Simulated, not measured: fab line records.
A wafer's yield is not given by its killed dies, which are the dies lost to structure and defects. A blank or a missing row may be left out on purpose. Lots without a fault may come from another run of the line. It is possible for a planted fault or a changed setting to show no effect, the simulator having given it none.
Chamber matching || flow sky130 || SKY_FIELD_ISO_CMP_27 on cmp-01 has 4 sister chambers
The step polishes, stops on Si3N4, t overpolish 16 s, target thk 457.8 nm. 18 wafers are shown with their chamber, then 9 later ones without.

== WAFERS WITH THEIR CHAMBER ==
{"wafer": "L320.2", "chamber": 1, "motorCurrentA (A)": 11.2, "timeToEndpointS (s)": 112, "overpolishRunS (s)": 16.010}
{"wafer": "L320.4", "chamber": 0, "motorCurrentA (A)": 12.5, "timeToEndpointS (s)": 118, "overpolishRunS (s)": 15.987}
{"wafer": "L320.5", "chamber": 0, "motorCurrentA (A)": 12.8, "timeToEndpointS (s)": 119, "overpolishRunS (s)": 16.014}
{"wafer": "L322.2", "chamber": 2, "motorCurrentA (A)": 12.3, "timeToEndpointS (s)": 117, "overpolishRunS (s)": 15.994}
{"wafer": "L322.3", "chamber": 1, "motorCurrentA (A)": 11.7, "timeToEndpointS (s)": 116, "overpolishRunS (s)": 16.007}
{"wafer": "L322.5", "chamber": 3, "motorCurrentA (A)": 12.8, "timeToEndpointS (s)": 109, "overpolishRunS (s)": 16.001}
{"wafer": "L325.2", "chamber": 2, "motorCurrentA (A)": 12.2, "timeToEndpointS (s)": 120, "overpolishRunS (s)": 15.998}
{"wafer": "L325.3", "chamber": 1, "motorCurrentA (A)": 11.4, "timeToEndpointS (s)": 111, "overpolishRunS (s)": 15.997}
{"wafer": "L325.5", "chamber": 1, "motorCurrentA (A)": 10.7, "timeToEndpointS (s)": 114, "overpolishRunS (s)": 15.993}
{"wafer": "L326.1", "chamber": 0, "motorCurrentA (A)": 12.4, "timeToEndpointS (s)": 112, "overpolishRunS (s)": 15.987}
{"wafer": "L326.3", "chamber": 3, "motorCurrentA (A)": 12.9, "timeToEndpointS (s)": 114, "overpolishRunS (s)": 16.006}
{"wafer": "L326.5", "chamber": 3, "motorCurrentA (A)": 12.4, "timeToEndpointS (s)": 109, "overpolishRunS (s)": 16.016}
{"wafer": "L334.1", "chamber": 0, "motorCurrentA (A)": 13.2, "timeToEndpointS (s)": 111, "overpolishRunS (s)": 15.997}
{"wafer": "L334.2", "chamber": 2, "motorCurrentA (A)": 12.7, "timeToEndpointS (s)": 119, "overpolishRunS (s)": 16.011}
{"wafer": "L334.3", "chamber": 3, "motorCurrentA (A)": 12.6, "timeToEndpointS (s)": 111, "overpolishRunS (s)": 16.002}
{"wafer": "L335.2", "chamber": 2, "motorCurrentA (A)": 12.9, "timeToEndpointS (s)": 119, "overpolishRunS (s)": 15.994}
{"wafer": "L335.3", "chamber": 0, "motorCurrentA (A)": 12.1, "timeToEndpointS (s)": 110, "overpolishRunS (s)": 16.009}
{"wafer": "L335.5", "chamber": 3, "motorCurrentA (A)": 13.0, "timeToEndpointS (s)": 111, "overpolishRunS (s)": 16.010}

SIGNATURES (averages over the wafers above)
{"reading": "motorCurrentA", "chamber 0": 12.600, "chamber 1": 11.250, "chamber 2": 12.525, "chamber 3": 12.740, "scatter within a chamber": 0.358}
{"reading": "timeToEndpointS", "chamber 0": 114.00, "chamber 1": 113.25, "chamber 2": 118.75, "chamber 3": 110.80, "scatter within a chamber": 2.76}
{"reading": "overpolishRunS", "chamber 0": 15.99880, "chamber 1": 16.00175, "chamber 2": 15.99925, "chamber 3": 16.00700, "scatter within a chamber": 0.0091}
Rule: for each reading, subtract the chamber's mean from the wafer's reading, divide by that reading's scatter and square the result; add these up over the readings and take the root, which gives the wafer's distance from the chamber. The wafer belongs to the nearest chamber; if the next one is less than 2 further off, it can't be placed. The scatter: take each reading less its chamber's mean, square it, sum over the shown wafers, divide by the number of wafers less the number of chambers, and take the root.

== WAFERS WHOSE CHAMBER IS MISSING ==
{"wafer": "L336.1", "motorCurrentA (A)": 11.0, "timeToEndpointS (s)": 111, "overpolishRunS (s)": 16.003}
{"wafer": "L336.2", "motorCurrentA (A)": 12.1, "timeToEndpointS (s)": 119, "overpolishRunS (s)": 15.995}
{"wafer": "L336.3", "motorCurrentA (A)": 12.2, "timeToEndpointS (s)": 113, "overpolishRunS (s)": 16.002}
{"wafer": "L339.2", "motorCurrentA (A)": 12.4, "timeToEndpointS (s)": 113, "overpolishRunS (s)": 16.000}
{"wafer": "L339.3", "motorCurrentA (A)": 10.6, "timeToEndpointS (s)": 113, "overpolishRunS (s)": 16.010}
{"wafer": "L339.5", "motorCurrentA (A)": 11.2, "timeToEndpointS (s)": 113, "overpolishRunS (s)": 16.005}
{"wafer": "L340.1", "motorCurrentA (A)": 11.0, "timeToEndpointS (s)": 119, "overpolishRunS (s)": 15.997}
{"wafer": "L340.5", "motorCurrentA (A)": 12.4, "timeToEndpointS (s)": 115, "overpolishRunS (s)": 15.992}
{"wafer": "L340.6", "motorCurrentA (A)": 12.6, "timeToEndpointS (s)": 118, "overpolishRunS (s)": 15.986}

== CHAMBER TAKEN BY EACH ==
{"wafer": "L336.1", "from the rows above": 1, "in truth": 1}
{"wafer": "L336.2", "from the rows above": "can't be placed: 2 or 0 or 1", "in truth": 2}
{"wafer": "L336.3", "from the rows above": "can't be placed: 0 or 3 or 2 or 1", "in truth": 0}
{"wafer": "L339.2", "from the rows above": "can't be placed: 0 or 3 or 2", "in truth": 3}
{"wafer": "L339.3", "from the rows above": 1, "in truth": 1}
{"wafer": "L339.5", "from the rows above": 1, "in truth": 1}
{"wafer": "L340.1", "from the rows above": 1, "in truth": 1}
{"wafer": "L340.5", "from the rows above": "can't be placed: 0 or 2 or 3", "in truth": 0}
{"wafer": "L340.6", "from the rows above": "can't be placed: 2 or 0", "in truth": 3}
4 of 9 placed correctly. Unplaceable from these rows: 5, with the true chamber sitting among the candidates in 4. Placed wrongly: 0.
